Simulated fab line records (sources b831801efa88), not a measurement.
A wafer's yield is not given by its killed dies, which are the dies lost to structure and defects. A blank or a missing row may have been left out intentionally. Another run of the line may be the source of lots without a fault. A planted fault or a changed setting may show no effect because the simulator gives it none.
fab line records ; flow gf180mcu
record: lots: 12; wafers: 36; lastDay: 34
route steps=602 shown MIM@511 V5@542 TOP_METAL@571
lots with no fault: from the same line, run without faults
startH: hours from the record's opening day to when the first of the lot's shown wafers began ; waitH: time in hours since the lot's previous step ; " identical to the entry in the row above ; L1.1+2: one row covering several wafers at once ; - either no value or no given start ; * or withheld: withheld ; < > ~ a bound
route shown NAME@n: names a module that has steps shown in the file, with the first one's number in the route ; usual: mean and standard deviation over wafers with no fault ; same: alike in all rows ; chamber/n: place in a boat ; sites: each site's reading ; _std_site: standard deviation of those values ; _edge_site: outer sites' mean less inner sites' ; radiusMm: how far each site lies from the wafer's centre ; mask NAME#n: copy n ; behind: the tool/chamber that last shaped the wafer ; hold: why the lot was held/for how many hours/how that ended ; device: the n, p or np transistor that did not switch ; end of line: the route-end tests of the same wafers ; where a step has no rows: the recipe by itself ; killed: the dies lost at the first sort to structure and to defects; this is not the yield of the wafer ; map: per-die view of a wafer (x killed, . not killed, _ where there is no die)
set.NAME: the run value of the setting; set.NAME@STEP: its run value at that earlier step ; model.NAME: the simulator's own value behind a step, which no gauge read
route steps across a sampled set of lots; one table per step, one row per wafer
services: the hour from which a tool's chamber was out of use, counted from the record's first day as startH (under 0 if before that day), plus the number of hours and why
== steps ==
step: GF_MIM_SPUTTER_08
recipe: material: AlCu; targetThkNm: 200; powerW: 10600; timeS: 10.6; chamberPressurePa: 0.4
usual: throttleValvePct: 29.3/1.2
lot.wafer;tool;chamber;startH;waitH;throttleValvePct
L155.2;pvdSputter-02;-;561.90;0.0;28.0
L155.5;pvdSputter-02;-;561.90;0.0;28.4
L155.6;pvdSputter-02;-;561.90;0.0;27.8
L156.3;pvdSputter-04;-;572.42;0.0;28.9
L156.4;pvdSputter-04;-;572.42;0.0;30.9
L156.5;pvdSputter-04;-;572.42;0.0;30.9
L158.1;pvdSputter-04;-;589.49;0.0;30.8
L158.2;pvdSputter-04;-;589.49;0.0;29.0
L158.6;pvdSputter-04;-;589.49;0.0;30.8
L162.2;pvdSputter-02;-;624.29;0.0;27.8
L162.4;pvdSputter-02;-;624.29;0.0;28.6
L162.6;pvdSputter-02;-;624.29;0.0;28.6
L163.3;pvdSputter-02;-;639.72;0.0;30.2
L163.4;pvdSputter-02;-;639.72;0.0;28.7
L163.5;pvdSputter-02;-;639.72;0.0;28.7
L169.1;pvdSputter-03;-;673.21;0.0;29.3
L169.2;pvdSputter-03;-;673.21;0.0;27.4
L169.6;pvdSputter-03;-;673.21;0.0;30.6
L172.2;pvdSputter-04;-;695.49;0.0;29.0
L172.3;pvdSputter-04;-;695.49;0.0;30.8
L172.4;pvdSputter-04;-;695.49;0.0;29.3
L173.3;pvdSputter-03;-;699.75;0.0;29.6
L173.4;pvdSputter-03;-;699.75;0.0;30.7
L173.6;pvdSputter-03;-;699.75;0.0;31.0
L175.1;pvdSputter-04;-;713.50;0.0;29.0
L175.2;pvdSputter-04;-;713.50;0.0;30.7
L175.3;pvdSputter-04;-;713.50;0.0;30.9
L176.1;pvdSputter-02;-;718.77;0.0;28.7
L176.2;pvdSputter-02;-;718.77;0.0;28.1
L176.6;pvdSputter-02;-;718.77;0.0;30.1
L177.2;pvdSputter-04;-;724.98;0.0;30.8
L177.3;pvdSputter-04;-;724.98;0.0;29.1
L177.6;pvdSputter-04;-;724.98;0.0;30.6
L178.3;pvdSputter-04;-;739.80;0.0;31.2
L178.5;pvdSputter-04;-;739.80;0.0;31.0
L178.6;pvdSputter-04;-;739.80;0.0;29.0
step: GF_MIM_STRIP_20
recipe: chemistry: O2/N2; powerW: 1400; pressureMtorr: 1500; platenTempC: 250; o2FlowSccm: 3000; n2FlowSccm: 300; overashFraction: 0.5
usual: drypumpMotorCurrentA: 5.9/0.36; heaterPowerW: 342/21; n2FlowSccm: 300.1/0.87; oesProductAu: 0.691/0.0042; stripTimeToEndpointS: 11.23/0.044
lot.wafer;tool;chamber;startH;waitH;drypumpMotorCurrentA;heaterPowerW;n2FlowSccm;oesProductAu;rfHoursCounterH;stripTimeToEndpointS
L155.2;plasmaAsher-03;0;583.30;0.0;5.8;331;300.6;0.693;81;11.17
L155.5;plasmaAsher-03;1;583.30;0.0;6.5;335;299.5;0.688;-;11.20
L155.6;plasmaAsher-03;0;583.30;0.0;5.8;338;300.7;0.691;-;11.20
L156.3;plasmaAsher-03;0;593.83;0.1;5.7;333;299.4;0.691;-;11.18
L156.4;plasmaAsher-03;1;593.83;0.1;6.6;336;300.1;0.690;-;11.19
L156.5;plasmaAsher-03;1;593.83;0.1;6.6;326;299.9;0.688;-;11.18
L158.1;plasmaAsher-03;0;610.00;0.0;5.7;344;300.8;0.684;84;11.26
L158.2;plasmaAsher-03;1;610.00;0.0;6.5;330;298.6;0.687;84;11.18
L158.6;plasmaAsher-03;1;610.00;0.0;6.5;333;299.6;0.687;-;11.23
L162.2;plasmaAsher-03;0;644.65;0.0;5.8;335;300.4;0.685;87;11.23
L162.4;plasmaAsher-03;0;644.65;0.0;5.8;336;299.8;0.695;-;11.20
L162.6;plasmaAsher-03;1;644.65;0.0;6.5;338;299.0;0.696;-;11.22
L163.3;plasmaAsher-03;1;659.71;0.1;6.5;326;299.6;0.696;-;11.22
L163.4;plasmaAsher-03;0;659.71;0.1;5.8;330;301.1;0.693;-;11.32
L163.5;plasmaAsher-03;1;659.71;0.1;6.5;343;301.1;0.693;-;11.23
L169.1;plasmaAsher-03;0;691.15;0.0;5.8;335;300.9;0.695;92;11.24
L169.2;plasmaAsher-03;1;691.15;0.0;6.5;327;299.5;0.687;92;11.18
L169.6;plasmaAsher-03;0;691.15;0.0;5.8;332;300.3;0.689;-;11.20
L172.2;plasmaAsher-02;1;714.16;0.0;5.4;381;299.5;0.687;28;11.20
L172.3;plasmaAsher-02;1;714.16;0.0;5.4;384;299.0;0.687;-;11.22
L172.4;plasmaAsher-02;0;714.16;0.0;6.1;327;299.5;0.694;-;11.26
L173.3;plasmaAsher-02;0;718.08;0.1;6.1;335;301.8;0.700;-;11.26
L173.4;plasmaAsher-02;1;718.08;0.1;5.4;377;300.3;0.700;-;11.31
L173.6;plasmaAsher-02;0;718.08;0.1;6.1;332;301.3;0.697;-;11.28
L175.1;plasmaAsher-01;1;730.50;0.0;5.9;343;300.2;0.690;114;11.27
L175.2;plasmaAsher-01;0;730.50;0.0;6.0;321;300.6;0.690;114;11.23
L175.3;plasmaAsher-01;1;730.50;0.0;5.9;334;299.5;0.692;-;11.25
L176.1;plasmaAsher-02;1;737.10;0.0;5.4;374;299.5;0.697;31;11.27
L176.2;plasmaAsher-02;0;737.10;0.0;6.1;332;299.4;0.699;31;11.24
L176.6;plasmaAsher-02;1;737.10;0.0;5.4;388;298.9;0.691;-;11.23
L177.2;plasmaAsher-02;1;742.46;0.0;5.4;382;299.1;0.696;32;11.23
L177.3;plasmaAsher-02;0;742.46;0.0;6.1;333;300.6;0.690;-;11.29
L177.6;plasmaAsher-02;0;742.46;0.0;6.1;333;300.0;0.689;-;11.24
L178.3;plasmaAsher-01;1;756.88;0.1;6.0;361;299.9;0.686;-;11.15
L178.5;plasmaAsher-01;0;756.88;0.1;6.0;312;299.8;0.688;-;11.18
L178.6;plasmaAsher-01;1;756.88;0.1;6.0;365;299.9;0.701;-;11.15
step: GF_V5_CVD_02
recipe: material: SiO2; targetThkNm: 1450; precursor: TEOS; tempC: 400; timeS: 163.28; rfW: 600
usual: heaterPowerOuterW: 361/81; heaterPowerW: 636/110
lot.wafer;tool;chamber;startH;waitH;heaterPowerOuterW;heaterPowerW
L155.2;pecvd-02;0;605.68;0.0;384;689
L155.5;pecvd-02;2;605.68;0.0;301;473
L155.6;pecvd-02;1;605.68;0.0;533;832
L156.3;pecvd-04;2;615.83;0.0;554;901
L156.4;pecvd-04;2;615.83;0.0;436;761
L156.5;pecvd-04;1;615.83;0.0;259;522
L158.1;pecvd-01;1;632.46;0.1;268;502
L158.2;pecvd-01;2;632.46;0.1;352;690
L158.6;pecvd-01;2;632.46;0.1;287;566
L162.2;pecvd-01;0;665.01;0.0;364;642
L162.4;pecvd-01;1;665.01;0.0;224;438
L162.6;pecvd-01;0;665.01;0.0;279;527
L163.3;pecvd-01;0;680.33;0.0;332;575
L163.4;pecvd-01;1;680.33;0.0;286;522
L163.5;pecvd-01;0;680.33;0.0;377;646
L169.1;pecvd-04;1;711.16;0.1;334;630
L169.2;pecvd-04;2;711.16;0.1;471;791
L169.6;pecvd-04;1;711.16;0.1;255;538
L172.2;pecvd-02;2;733.13;0.0;371;583
L172.3;pecvd-02;0;733.13;0.0;435;734
L172.4;pecvd-02;0;733.13;0.0;323;614
L173.3;pecvd-02;2;736.93;0.0;362;587
L173.4;pecvd-02;1;736.93;0.0;487;770
L173.6;pecvd-02;2;736.93;0.0;290;495
L175.1;pecvd-02;0;748.94;0.1;372;676
L175.2;pecvd-02;2;748.94;0.1;372;586
L175.3;pecvd-02;1;748.94;0.1;475;760
L176.1;pecvd-04;0;755.78;0.1;288;561
L176.2;pecvd-04;1;755.78;0.1;308;586
L176.6;pecvd-04;1;755.78;0.1;356;645
L177.2;pecvd-01;1;760.75;0.0;269;487
L177.3;pecvd-01;0;760.75;0.0;344;603
L177.6;pecvd-01;0;760.75;0.0;382;646
L178.3;pecvd-01;2;774.79;0.0;351;669
L178.5;pecvd-01;1;774.79;0.0;307;549
L178.6;pecvd-01;0;774.79;0.0;371;627
step: GF_V5_THK_MEAS_03
recipe: reads: SiO2_of_V5_CVD_02
usual: V5_CVD_02_THK: 1445/18
lot.wafer;tool;chamber;startH;waitH;hold;V5_CVD_02_THK[nm]
L155.2;filmMetro-03;-;605.79;0.1;-;1455
L155.5;filmMetro-03;-;605.79;0.1;-;1470
L155.6;filmMetro-03;-;605.79;0.1;-;1458
L156.3;filmMetro-02;-;615.95;0.1;-;1435
L156.4;filmMetro-02;-;615.95;0.1;-;1448
L156.5;filmMetro-02;-;615.95;0.1;-;1456
L158.1;filmMetro-04;-;632.57;0.1;-;1445
L158.2;filmMetro-04;-;632.57;0.1;-;1448
L158.6;filmMetro-04;-;632.57;0.1;-;1472
L162.2;filmMetro-03;-;665.12;0.1;awaitDispo/0.2h/release;1415
L162.4;filmMetro-03;-;665.12;0.1;awaitDispo/0.2h/release;1575
L162.6;filmMetro-03;-;665.12;0.1;awaitDispo/0.2h/release;1429
L162.2;filmMetro-03;-;665.35;0.2;-;1415
L162.4;filmMetro-03;-;665.35;0.2;-;1576
L162.6;filmMetro-03;-;665.35;0.2;-;1429
L163.3;filmMetro-03;-;680.46;0.1;awaitDispo/0.2h/release;1436
L163.4;filmMetro-03;-;680.46;0.1;awaitDispo/0.2h/release;1587
L163.5;filmMetro-03;-;680.46;0.1;awaitDispo/0.2h/release;1464
L163.3;filmMetro-03;-;680.69;0.2;-;1436
L163.4;filmMetro-03;-;680.69;0.2;-;1586
L163.5;filmMetro-03;-;680.69;0.2;-;1464
L169.1;filmMetro-03;-;711.27;0.1;-;1432
L169.2;filmMetro-03;-;711.27;0.1;-;1429
L169.6;filmMetro-03;-;711.27;0.1;-;1432
L172.2;filmMetro-04;-;733.25;0.1;-;1417
L172.3;filmMetro-04;-;733.25;0.1;-;1429
L172.4;filmMetro-04;-;733.25;0.1;-;1438
L173.3;filmMetro-02;-;737.06;0.1;-;1469
L173.4;filmMetro-02;-;737.06;0.1;-;1467
L173.6;filmMetro-02;-;737.06;0.1;-;1464
L175.1;filmMetro-02;-;749.05;0.1;-;1416
L175.2;filmMetro-02;-;749.05;0.1;-;1419
L175.3;filmMetro-02;-;749.05;0.1;-;1404
L176.1;filmMetro-02;-;755.88;0.1;-;1440
L176.2;filmMetro-02;-;755.88;0.1;-;1439
L176.6;filmMetro-02;-;755.88;0.1;-;1461
L177.2;filmMetro-03;-;760.87;0.1;-;1428
L177.3;filmMetro-03;-;760.87;0.1;-;1433
L177.6;filmMetro-03;-;760.87;0.1;-;1462
L178.3;filmMetro-02;-;774.92;0.1;-;1444
L178.5;filmMetro-02;-;774.92;0.1;-;1443
L178.6;filmMetro-02;-;774.92;0.1;-;1456
step: GF_TOP_METAL_SPUTTER_04
recipe: material: TiN; targetThkNm: 25; powerW: 6500; timeS: 20.8; chamberPressurePa: 0.4
usual: throttleValvePct: 29.3/1.1
lot.wafer;tool;chamber;startH;waitH;throttleValvePct
L155.2;pvdSputter-02;-;628.84;0.0;28.2
L155.5;pvdSputter-02;-;628.84;0.0;30.0
L155.6;pvdSputter-02;-;628.84;0.0;27.8
L156.3;pvdSputter-04;-;639.01;0.0;30.8
L156.4;pvdSputter-04;-;639.01;0.0;31.2
L156.5;pvdSputter-04;-;639.01;0.0;29.1
L158.1;pvdSputter-04;-;654.86;0.0;28.8
L158.2;pvdSputter-04;-;654.86;0.0;31.1
L158.6;pvdSputter-04;-;654.86;0.0;30.9
L162.2;pvdSputter-02;-;686.87;0.0;28.0
L162.4;pvdSputter-02;-;686.87;0.0;28.8
L162.6;pvdSputter-02;-;686.87;0.0;30.0
L163.3;pvdSputter-04;-;701.37;0.0;29.0
L163.4;pvdSputter-04;-;701.37;0.0;30.6
L163.5;pvdSputter-04;-;701.37;0.0;30.8
L169.1;pvdSputter-01;-;731.55;0.0;27.3
L169.2;pvdSputter-01;-;731.55;0.0;30.3
L169.6;pvdSputter-01;-;731.55;0.0;28.6
L172.2;pvdSputter-02;-;752.73;0.0;28.0
L172.3;pvdSputter-02;-;752.73;0.0;29.9
L172.4;pvdSputter-02;-;752.73;0.0;28.5
L173.3;pvdSputter-01;-;756.46;0.0;28.5
L173.4;pvdSputter-01;-;756.46;0.0;30.3
L173.6;pvdSputter-01;-;756.46;0.0;30.3
L175.1;pvdSputter-01;-;767.66;0.0;28.7
L175.2;pvdSputter-01;-;767.66;0.0;27.5
L175.3;pvdSputter-01;-;767.66;0.0;29.7
L176.1;pvdSputter-01;-;774.44;0.0;27.4
L176.2;pvdSputter-01;-;774.44;0.0;29.8
L176.6;pvdSputter-01;-;774.44;0.0;29.8
L177.2;pvdSputter-02;-;779.15;0.0;28.1
L177.3;pvdSputter-02;-;779.15;0.0;28.5
L177.6;pvdSputter-02;-;779.15;0.0;27.9
L178.3;pvdSputter-04;-;792.62;0.0;31.1
L178.5;pvdSputter-04;-;792.62;0.0;31.1
L178.6;pvdSputter-04;-;792.62;0.0;29.0
== services ==
tool;chamber;startH;hours;kind
pecvd-01;2;547.00;10.8;repair
plasmaAsher-03;-;561.71;13.5;repair
pecvd-01;-;578.14;1.7;repair
pecvd-02;-;591.12;14.0;pm
pvdSputter-04;-;600.72;6.3;repair
pecvd-02;2;613.42;5.2;repair
pecvd-01;-;625.16;2.0;repair
pecvd-04;0;625.49;6.0;repair
plasmaAsher-03;-;626.95;0.7;repair
pvdSputter-04;-;628.67;1.0;repair
pvdSputter-02;-;644.69;8.0;repair
plasmaAsher-03;-;672.27;2.1;repair
pecvd-01;-;685.04;6.0;pm
pecvd-01;2;692.13;19.1;repair
pvdSputter-04;-;697.31;3.4;repair
plasmaAsher-03;-;728.35;12.3;repair
plasmaAsher-01;-;733.75;9.0;pm
plasmaAsher-02;-;737.97;1.8;repair
pecvd-04;-;746.71;1.3;repair
pvdSputter-01;-;747.50;4.2;repair
pecvd-02;-;778.28;2.8;pm
pecvd-01;-;783.30;1.4;repair
pecvd-04;-;789.18;0.6;repair
pecvd-02;-;790.58;1.4;repair
== key ==
firstSign: step: GF_V5_THK_MEAS_03; reading: visit; direction: added
effect: step: GF_V5_THK_MEAS_03; reading: V5_CVD_02_THK; direction: up; sigmas: 7.8; usual: 1445; struck: 1581
metAt GF_V5_CVD_02
struckLots L162,L163
struckWafers L162.4,L163.4
notActingAt GF_MIM_SPUTTER_08,GF_MIM_STRIP_20,GF_TOP_METAL_SPUTTER_04
onsetBetween 632.46 665.01
fault: kind: processParameterDrift; tool: pecvd-01; chamber: 1; onsetH: 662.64; steps: GF_V5_CVD_02; channel: targetThkNm; offset: 124.06; shape: step; endH: 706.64; actsIn: theseRecipesOnly; stated: 1450
